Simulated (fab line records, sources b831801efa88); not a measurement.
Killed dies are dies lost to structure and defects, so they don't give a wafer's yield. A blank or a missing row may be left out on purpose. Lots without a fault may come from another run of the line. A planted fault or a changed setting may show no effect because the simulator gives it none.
Chamber matching | flow sky130 | SKY_LI_CONTACT_CMP_24 on cmp-02: 4 sister chambers
The step polishes, stops on PSG, t overpolish 20 s, target thk 0 nm. 4 wafers are shown with their chamber, then 10 later ones without.

WAFERS WITH THEIR CHAMBER
wafer  | chamber | motor_current_A (A)
L342.4 | 3       | 11.8
L345.1 | 1       | 12.9
L348.3 | 2       | 10.0
L348.5 | 0       | 11.9

WAFERS WITHOUT THEIR CHAMBER
wafer  | motor_current_A (A)
L348.6 | 11.6
L349.2 | 12.4
L349.4 | 10.3
L349.5 | 11.3
L350.4 | 11.2
L350.5 | 11.0
L350.6 | 12.1
L351.1 | 11.5
L351.5 | 10.2
L351.6 | 10.9

WHICH CHAMBER EACH WENT THROUGH
wafer  | from the rows above          | in truth
L348.6 | can't be placed: 3 or 0      | 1
L349.2 | can't be placed: 0 or 1 or 3 | 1
L349.4 | 2                            | 2
L349.5 | can't be placed: 3 or 0 or 2 | 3
L350.4 | can't be placed: 3 or 0 or 2 | 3
L350.5 | can't be placed: 3 or 0 or 2 | 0
L350.6 | can't be placed: 0 or 3 or 1 | 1
L351.1 | can't be placed: 3 or 0      | 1
L351.5 | 2                            | 2
L351.6 | can't be placed: 2 or 3 or 0 | 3
Placed correctly: 2 of 10. Can't be placed from these rows: 8 (the true chamber is among the candidates in 6). Placed wrongly: 0.
How it was worked out, from the rows above alone: a wafer's distance from a chamber is the root of the sum, over the readings, of the square of ((its reading less the chamber's mean) divided by the reading's scatter). The wafer belongs to the nearest chamber; if the next one is less than 2 further off, it can't be placed. A chamber's mean is the mean of its shown wafers. The scatter: with one shown wafer a chamber, the root of the mean of the squares of how far each hidden wafer lies from its nearest shown one.
